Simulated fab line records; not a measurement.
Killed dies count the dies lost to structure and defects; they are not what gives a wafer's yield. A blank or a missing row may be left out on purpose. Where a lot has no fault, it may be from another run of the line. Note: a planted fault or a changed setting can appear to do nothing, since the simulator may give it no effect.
fab line records	flow sky130
record: lots: 7	wafers: 18	lastDay: 49
route steps=708 shown NWELL@82 PWDE@84 VT_ADJUST_HVTP@85 VT_ADJUST_LVTN@97 PAD_OPEN@708
lots untouched by any fault: they come from a run of this same line in which no faults occurred
startH: start of the lot's first displayed wafer, in hours after the record's first day	waitH: hours from the lot's prior step to this one	" identical to the entry in the row above	L1.1+2: a single row standing in for several wafers	- no value present, or no start provided	* or withheld: withheld	< > ~ a bound
route shown NAME@n: NAME is a module with steps in the file, n the number in the route of the first one	usual: mean and standard deviation over wafers with no fault	same: alike in all rows	chamber/n: place in a boat	sites: the reading at each site	_std_site: their standard deviation	_edge_site: outer sites' mean less inner sites'	radiusMm: how far each site lies from the wafer's centre	mask NAME#n: copy n	behind: the tool/chamber that last shaped the wafer	hold: cause of the lot's hold/its duration in hours/its outcome	device: names the non-switching transistor (n, p or np)	end of line: tests of these same wafers at the route's end	for a step that has no rows: nothing shown but its recipe	killed: count of dies lost to structure and defects at first sort (not the wafer's yield)	map: dies across one wafer; x = killed, . = not, _ = none there
set.NAME: setting as actually run; set.NAME@STEP: the setting as run at that earlier step	model.NAME: the simulator's own value behind a step, which no gauge read
a table for each step, a row for each wafer; lots at some steps of the route
services: when a tool's chamber went out of use (startH, in hours from the record's first day, below 0 if earlier), for how many hours, and the reason
== steps ==
step: SKY_NWELL_RS_MEAS_29
recipe: thkMeasGauge: four-point-probe
usual: NWELL_RS: 624.1/1.8
lot.wafer	tool	chamber	startH	waitH	NWELL_RS[ohm/sq]
L142.1	filmMetro-02	-	106.45	0.1	621.3
L142.2	"	-	"	"	622.5
L142.3	"	-	"	"	621.5
L143.1	filmMetro-02	-	118.60	0.1	623.0
L143.3	"	-	"	"	622.7
L143.4	"	-	"	"	622.4
L151.2	filmMetro-02	-	163.24	0.1	619.9
L151.6	"	-	"	"	621.7
L152.2	filmMetro-02	-	166.51	0.1	624.1
L152.6	"	-	"	"	622.3
L153.2	filmMetro-04	-	172.33	0.1	625.2
L153.6	"	-	"	"	625.5
L154.3	filmMetro-03	-	177.15	0.1	624.1
L154.4	"	-	"	"	625.0
L154.5	"	-	"	"	623.5
L158.1	filmMetro-02	-	199.40	0.1	623.2
L158.3	"	-	"	"	624.4
L158.5	"	-	"	"	624.6
step: SKY_NWELL_RS_MEAS_31
recipe: thkMeasGauge: four-point-probe
usual: PWDE_RS: 5268/19
lot.wafer	tool	chamber	startH	waitH	PWDE_RS[ohm/sq]
L142.1	filmMetro-02	-	106.69	0.1	5280
L142.2	"	-	"	"	5264
L142.3	"	-	"	"	5251
L143.1	filmMetro-02	-	118.84	0.1	5265
L143.3	"	-	"	"	5285
L143.4	"	-	"	"	5262
L151.2	filmMetro-02	-	163.48	0.1	5263
L151.6	"	-	"	"	5276
L152.2	filmMetro-02	-	166.75	0.1	5268
L152.6	"	-	"	"	5285
L153.2	filmMetro-04	-	172.57	0.1	5286
L153.6	"	-	"	"	5283
L154.3	filmMetro-03	-	177.39	0.1	5228
L154.4	"	-	"	"	5238
L154.5	"	-	"	"	5244
L158.1	filmMetro-02	-	199.64	0.1	5250
L158.3	"	-	"	"	5249
L158.5	"	-	"	"	5295
step: SKY_VT_ADJUST_HVTP_DEHYDRATE_00
recipe: tempC: 200	timeS: 60
step: SKY_VT_ADJUST_HVTP_HMDS_01
recipe: primeTimeS: 60	primeTempC: 120
step: SKY_VT_ADJUST_HVTP_COAT_02
recipe: resist: NOVOLAK	spinRpm: 3000	resistThkNm: 1140
step: SKY_VT_ADJUST_HVTP_SOFTBAKE_03
recipe: tempC: 90	timeS: 60	resist: NOVOLAK
step: SKY_VT_ADJUST_HVTP_EXPOSE_04
recipe: maskId: HVTPM	na: 0.6	sourceShape: conventional	sigmaOuter: 0.6	polarization: unpolarized	targetCdNm: 380	doseMj: 140
step: SKY_VT_ADJUST_HVTP_PEB_05
recipe: tempC: withheld	timeS: *	resist: NOVOLAK
step: SKY_VT_ADJUST_HVTP_DEVELOP_06
recipe: resist: NOVOLAK	developer: TMAH	developTimeS: 60	devTempC: 23
step: SKY_VT_ADJUST_HVTP_CD_MEAS_07
recipe: targetCdNm: 380
usual: cdNm: 379.2/2.8
lot.wafer	tool	chamber	startH	waitH	cdNm
L142.1	cdSem-01	-	125.58	0.1	378.3
L142.2	"	-	"	"	380.7
L142.3	"	-	"	"	378.9
L143.1	cdSem-02	-	137.35	0.1	377.1
L143.3	"	-	"	"	373.5
L143.4	"	-	"	"	375.2
L151.2	cdSem-02	-	183.54	0.1	384.5
L151.6	"	-	"	"	381.2
L152.2	cdSem-01	-	186.97	0.1	376.8
L152.6	"	-	"	"	376.1
L153.2	cdSem-01	-	193.35	0.1	375.0
L153.6	"	-	"	"	375.0
L154.3	cdSem-01	-	198.59	0.1	374.7
L154.4	"	-	"	"	374.5
L154.5	"	-	"	"	376.6
L158.1	cdSem-01	-	221.27	0.1	382.0
L158.3	"	-	"	"	379.4
L158.5	"	-	"	"	378.5
step: SKY_VT_ADJUST_HVTP_OVL_MEAS_08
usual: VT_ADJUST_HVTP_OVL: -0.1/1.7
lot.wafer	tool	chamber	startH	waitH	VT_ADJUST_HVTP_OVL[nm]
L142.1	overlay-02	-	125.70	0.1	-2.2
L142.2	"	-	"	"	-2.3
L142.3	"	-	"	"	-1.9
L143.1	overlay-01	-	137.47	0.1	0.2
L143.3	"	-	"	"	0.9
L143.4	"	-	"	"	0.2
L151.2	overlay-02	-	183.64	0.1	0.1
L151.6	"	-	"	"	-0.4
L152.2	overlay-02	-	187.08	0.1	3.2
L152.6	"	-	"	"	2.7
L153.2	overlay-02	-	193.46	0.1	1.2
L153.6	"	-	"	"	2.3
L154.3	overlay-02	-	198.69	0.1	1.3
L154.4	"	-	"	"	0.4
L154.5	"	-	"	"	0.5
L158.1	overlay-02	-	221.39	0.1	0.6
L158.3	"	-	"	"	-0.1
L158.5	"	-	"	"	0.7
step: SKY_VT_ADJUST_HVTP_IMPLANT_09
recipe: species: As	energyKev: 150	doseCm2: 4.3e+12	tiltDeg: withheld
lot.wafer	tool	chamber	startH	waitH
L142.1+2+3	implanter-02	0	125.74	0.0
L143.1+3+4	implanter-02	0	137.51	0.0
L151.2+6	implanter-03	0	183.70	0.0
L152.2+6	implanter-03	0	187.13	0.0
L153.2+6	implanter-03	0	193.51	0.0
L154.3+4+5	implanter-04	0	198.76	0.1
L158.1+3+5	implanter-02	0	221.42	0.0
step: SKY_VT_ADJUST_HVTP_STRIP_10
recipe: chemistry: O2/N2	powerW: 1400	pressureMtorr: 1500	platenTempC: withheld	o2FlowSccm: 3000	n2FlowSccm: 300	overashFraction: 0.5
usual: drypumpMotorCurrentA: 5.4/0.41	oesProductAu: 0.715/0.0044	stripTimeToEndpointS: 14.19/0.036
lot.wafer	tool	chamber	startH	waitH	drypumpMotorCurrentA	oesProductAu	rfHoursCounterH	stripTimeToEndpointS
L142.1	plasmaAsher-04	1	125.89	0.1	5.4	0.707	1	14.17
L142.2	"	0	"	"	5.8	0.711	1	14.19
L142.3	"	1	"	"	5.4	0.717	-	14.16
L143.1	plasmaAsher-03	0	137.66	0.1	5.5	0.718	45	14.15
L143.3	"	1	"	"	5.6	0.718	-	14.19
L143.4	"	0	"	"	5.6	0.716	-	14.18
L151.2	plasmaAsher-04	1	183.82	0.1	5.4	0.712	7	14.19
L151.6	"	1	"	"	5.4	0.715	-	14.21
L152.2	plasmaAsher-02	0	187.26	0.1	5.8	0.709	37	14.19
L152.6	"	0	"	"	5.8	0.719	-	14.22
L153.2	plasmaAsher-02	1	193.64	0.1	4.7	0.714	38	14.14
L153.6	"	1	"	"	4.7	0.717	-	14.15
L154.3	plasmaAsher-02	0	198.89	0.1	5.8	0.704	-	14.21
L154.4	"	1	"	"	4.7	0.720	-	14.16
L154.5	"	1	"	"	4.7	0.713	-	14.16
L158.1	plasmaAsher-03	0	221.57	0.1	5.6	0.713	51	14.14
L158.3	"	1	"	"	5.6	0.713	-	14.08
L158.5	"	1	"	"	5.6	0.713	-	14.12
step: SKY_VT_ADJUST_HVTP_TW_MEAS_11
usual: VT_ADJUST_HVTP_TW: 1359/12
lot.wafer	tool	chamber	startH	waitH	VT_ADJUST_HVTP_TW
L142.1	filmMetro-01	-	125.99	0.1	1381
L142.2	"	-	"	"	1376
L142.3	"	-	"	"	1376
L143.1	filmMetro-03	-	137.76	0.1	1350
L143.3	"	-	"	"	1352
L143.4	"	-	"	"	1354
L151.2	filmMetro-04	-	183.93	0.1	1277
L151.6	"	-	"	"	1363
L152.2	filmMetro-04	-	187.37	0.1	1279
L152.6	"	-	"	"	1353
L153.2	filmMetro-03	-	193.75	0.1	1272
L153.6	"	-	"	"	1351
L154.3	filmMetro-04	-	198.98	0.1	1352
L154.4	"	-	"	"	1352
L154.5	"	-	"	"	1356
L158.1	filmMetro-01	-	221.67	0.1	1371
L158.3	"	-	"	"	1380
L158.5	"	-	"	"	1379
step: SKY_VT_ADJUST_LVTN_DEHYDRATE_00
recipe: tempC: 200	timeS: 60
step: SKY_PAD_OPEN_PROBE_99
usual: killed_at_M0_to_M3: 44/7	killed_at_M4_up: 3.0/1.7	killedAtContacts: 24/5.2	killedAtFrontEnd: 15/4.8	killedAtOther: 0.2/0.56	killedDies: 86/9.7	killedOpen: 47/7.1	killedShort: 39/6.3
same: grossDies: 492	killedAtBackSide: 0
lot.wafer	tool	chamber	startH	waitH	killed_at_M0_to_M3	killed_at_M4_up	killedAtContacts	killedAtFrontEnd	killedAtOther	killedDies	killedOpen	killedShort	model.etest.tipP.rsOhmSq	model.etest.tipP.rsOhmSqRange	model.etest.tipP.rsOhmSqRimLessCentre	model.etest.pfet_01v8.rOnOhmUm	model.etest.pfet_01v8.driveUaUm	model.etest.pfet_01v8_mvt.driveUaUm	model.etest.pfet_01v8.driveUaUmRange	model.etest.pfet_01v8_hvt.driveUaUm
L142.1	prober-02	-	1077.94	0.1	55	3	24	19	0	101	49	51	6679	121.7	13.59	2776	204	160.1	2.917	154.1
L142.2	prober-02	-	1077.99	0.1	53	2	20	19	0	94	58	36	6707	141.2	19.4	2793	202.8	161.2	4.838	151.4
L142.3	prober-02	-	1078.04	0.2	52	2	16	19	0	89	53	34	6710	149.5	36.23	2800	200.9	159.8	4.509	152.8
L143.1	prober-02	-	1096.83	0.1	42	1	26	6	0	75	42	33	7039	97.14	60.31	3003	185.2	144.6	10.04	137.1
L143.3	prober-02	-	1096.93	0.2	36	4	24	10	0	74	36	37	7002	193.8	128.7	3026	181.7	142.9	9.291	134.5
L143.4	prober-02	-	1096.98	0.2	48	5	22	15	0	90	57	33	6981	296.7	-17.41	2972	184.8	146.3	10.15	137.6
L151.2	prober-01	-	1139.46	0.1	30	1	27	18	0	76	47	29	6175	895.9	309.9	2658	225.1	183.6	42.65	163.9
L151.6	prober-01	-	1139.66	0.2	41	2	27	21	0	91	51	40	6963	201.8	-22	2993	183.9	146.8	7.261	136
L152.2	prober-02	-	1141.17	0.1	36	5	23	12	0	76	37	39	6077	857.4	386.5	2628	228.2	191	44.86	163.9
L152.6	prober-02	-	1141.37	0.2	49	2	23	12	0	86	46	40	6797	136.7	-67.95	2921	191.8	152.4	5.538	141.4
L153.2	prober-01	-	1144.82	0.1	47	0	20	9	0	76	42	32	6152	814.3	364.8	2701	221.3	184.3	40.65	159.7
L153.6	prober-01	-	1145.02	0.2	54	2	30	17	0	103	61	41	6933	143.5	40.74	3036	181.9	143.9	2.924	133.2
L154.3	prober-02	-	1155.29	0.2	44	5	23	13	2	87	44	41	6724	129.8	-5.621	2898	192.4	151.9	5.445	143.2
L154.4	prober-02	-	1155.34	0.2	45	2	31	10	2	90	54	35	6709	238.8	30.24	2850	194.7	154.7	7.769	145.7
L154.5	prober-02	-	1155.39	0.2	53	2	18	16	0	89	52	37	6767	203.2	25.84	2821	198.4	154.8	3.808	146.4
L158.1	prober-01	-	1170.69	0.1	39	5	21	10	0	75	43	32	6903	121.1	-36.38	2890	194.1	152.8	11.31	144.2
L158.3	prober-01	-	1170.79	0.2	44	3	16	15	0	78	40	38	6858	119.6	-22.89	2888	194.3	152.5	7.968	144.3
L158.5	prober-01	-	1170.89	0.2	40	2	23	11	0	76	36	39	6939	202.4	-28.13	2892	193.7	150.4	6.318	143.2
killed by level:class
L142.1 FIELD_ISO:geometricParticle:short=10 VIA1:geometricParticle:open=9 VIA1:geometricParticle:short=8 FIELD_ISO:geometricParticle:open=7 LI_CONTACT:geometricParticle:open=7 CONTACT:geometricParticle:open=7 VIA2:geometricParticle:open=7 METAL2:geometricParticle:short=7
L142.2 VIA1:geometricParticle:open=12 VIA2:geometricParticle:open=11 CONTACT:geometricParticle:open=9 METAL1:geometricParticle:short=7 FIELD_ISO:geometricParticle:open=6 VIA1:geometricParticle:short=6 POLY_GATE:geometricParticle:open=5 METAL2:geometricParticle:short=5
L142.3 VIA1:geometricParticle:open=13 VIA2:geometricParticle:open=9 METAL2:geometricParticle:short=8 CONTACT:geometricParticle:open=7 POLY_GATE:geometricParticle:open=6 METAL1:geometricParticle:short=5 FIELD_ISO:geometricParticle:open=4 LI_CONTACT:geometricParticle:open=4
L143.1 VIA1:geometricParticle:open=11 CONTACT:geometricParticle:open=8 METAL1:geometricParticle:short=7 LI_CONTACT:geometricParticle:open=7 VIA1:geometricParticle:short=5 LOCAL_INTERCONNECT:geometricParticle:short=5 VIA3:geometricParticle:open=5 VIA2:geometricParticle:open=4
L143.3 CONTACT:geometricParticle:open=12 METAL1:geometricParticle:short=8 CONTACT:geometricParticle:short=5 VIA2:geometricParticle:open=5 VIA3:geometricParticle:short=5 VIA1:geometricParticle:open=4 METAL3:geometricParticle:short=4 POLY_CUT:geometricParticle:open=3
L143.4 VIA1:geometricParticle:open=13 METAL2:geometricParticle:short=9 LI_CONTACT:geometricParticle:open=9 VIA3:geometricParticle:open=8 CONTACT:geometricParticle:open=7 POLY_GATE:geometricParticle:open=5 METAL4:geometricParticle:short=5 FIELD_ISO:geometricParticle:short=4
L151.2 CONTACT:geometricParticle:open=12 VIA1:geometricParticle:open=9 FIELD_ISO:geometricParticle:open=6 LI_CONTACT:geometricParticle:open=6 VIA2:geometricParticle:open=5 FIELD_ISO:geometricParticle:short=4 VIA1:geometricParticle:short=4 POLY_GATE:geometricParticle:open=4
L151.6 VIA1:geometricParticle:open=11 POLY_GATE:geometricParticle:open=8 CONTACT:geometricParticle:short=8 CONTACT:geometricParticle:open=8 LI_CONTACT:geometricParticle:open=6 VIA2:geometricParticle:open=6 FIELD_ISO:geometricParticle:open=5 VIA3:geometricParticle:open=5
L152.2 VIA1:geometricParticle:open=9 CONTACT:geometricParticle:open=8 METAL1:geometricParticle:short=6 VIA3:geometricParticle:open=6 LI_CONTACT:geometricParticle:open=5 VIA1:geometricParticle:short=5 FIELD_ISO:geometricParticle:short=4 CONTACT:geometricParticle:short=4
L152.6 VIA1:geometricParticle:open=11 LI_CONTACT:geometricParticle:open=9 VIA1:geometricParticle:short=7 CONTACT:geometricParticle:open=6 METAL1:geometricParticle:short=6 VIA2:geometricParticle:open=5 POLY_GATE:geometricParticle:short=4 METAL2:geometricParticle:short=4
L153.2 VIA1:geometricParticle:open=15 CONTACT:geometricParticle:open=7 METAL1:geometricParticle:short=5 VIA2:geometricParticle:open=5 VIA2:geometricParticle:short=5 CONTACT:geometricParticle:short=4 LOCAL_INTERCONNECT:geometricParticle:short=4 LI_CONTACT:geometricParticle:open=3
L153.6 CONTACT:geometricParticle:open=13 VIA1:geometricParticle:open=11 VIA3:geometricParticle:open=11 VIA2:geometricParticle:open=9 CONTACT:geometricParticle:short=7 METAL2:geometricParticle:short=6 POLY_GATE:geometricParticle:open=5 METAL1:geometricParticle:short=5
L154.3 VIA1:geometricParticle:open=11 VIA3:geometricParticle:open=8 VIA1:geometricParticle:short=8 LI_CONTACT:geometricParticle:open=7 CONTACT:geometricParticle:open=5 CONTACT:geometricParticle:short=5 VIA2:geometricParticle:open=5 LOCAL_INTERCONNECT:geometricParticle:short=4
L154.4 CONTACT:geometricParticle:open=17 VIA1:geometricParticle:open=11 VIA3:geometricParticle:open=8 VIA2:geometricParticle:open=7 LI_CONTACT:geometricParticle:short=5 LOCAL_INTERCONNECT:geometricParticle:short=5 METAL1:geometricParticle:short=5 VIA1:geometricParticle:short=5
L154.5 VIA1:geometricParticle:open=16 VIA2:geometricParticle:open=9 CONTACT:geometricParticle:open=6 METAL1:geometricParticle:short=6 VIA2:geometricParticle:short=6 VIA1:geometricParticle:short=5 LI_CONTACT:geometricParticle:open=4 SPACER:geometricParticle:short=4
L158.1 VIA1:geometricParticle:open=8 LI_CONTACT:geometricParticle:open=7 VIA2:geometricParticle:open=6 FIELD_ISO:geometricParticle:open=4 LOCAL_INTERCONNECT:geometricParticle:short=4 CONTACT:geometricParticle:short=4 METAL2:geometricParticle:short=4 METAL2:geometricParticle:open=4
L158.3 CONTACT:geometricParticle:open=8 VIA2:geometricParticle:open=7 VIA1:geometricParticle:open=6 POLY_GATE:geometricParticle:short=5 METAL1:geometricParticle:short=5 VIA1:geometricParticle:short=5 METAL2:geometricParticle:short=5 VIA3:geometricParticle:open=5
L158.5 VIA2:geometricParticle:open=9 CONTACT:geometricParticle:open=8 LI_CONTACT:geometricParticle:open=6 METAL1:geometricParticle:short=6 POLY_GATE:geometricParticle:short=4 LOCAL_INTERCONNECT:geometricParticle:short=4 METAL3:geometricParticle:short=4 METAL2:geometricParticle:short=4
== services ==
tool	chamber	startH	hours	kind
implanter-04	-	105.42	3.8	repair
plasmaAsher-04	-	108.75	9.0	pm
plasmaAsher-04	0	108.75	9.0	ventCycle
plasmaAsher-04	1	108.75	9.0	ventCycle
plasmaAsher-04	0	117.75	-	clean
plasmaAsher-04	1	117.75	-	clean
implanter-03	-	121.87	6.0	repair
plasmaAsher-04	-	127.10	0.7	repair
implanter-02	-	158.10	3.3	pm
plasmaAsher-03	-	166.10	1.9	repair
plasmaAsher-02	-	168.05	1.7	repair
plasmaAsher-02	-	178.86	1.6	repair
plasmaAsher-03	-	183.74	10.2	repair
== key ==
firstSign: step: SKY_VT_ADJUST_HVTP_TW_MEAS_11	reading: VT_ADJUST_HVTP_TW	direction: down	sigmas: 6.8	usual: 1359	struck: 1276
effect none on later readings
modelEffect: step: SKY_PAD_OPEN_PROBE_99	value: etest.tipP.rsOhmSq	without: 6921	struck: 6135
metAt SKY_VT_ADJUST_HVTP_IMPLANT_09
struckWafers L151.2,L152.2,L153.2
testerLeftOut L151,L152,L153
fault: kind: processParameterDrift	tool: implanter-03	chamber: -	onsetH: 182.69	steps: SKY_VT_ADJUST_HVTP_IMPLANT_09	channel: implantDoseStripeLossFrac	offset: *	shape: step	endH: 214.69	scope: struckWafersOnly
testerLeftOut: of these lots the tester's yield and bins aren't shown, on N5 and GAA mostly nor the transistor test; their killed dies are dies lost to structure and defects alone, not to doping, threshold or leakage, so they don't give the yield
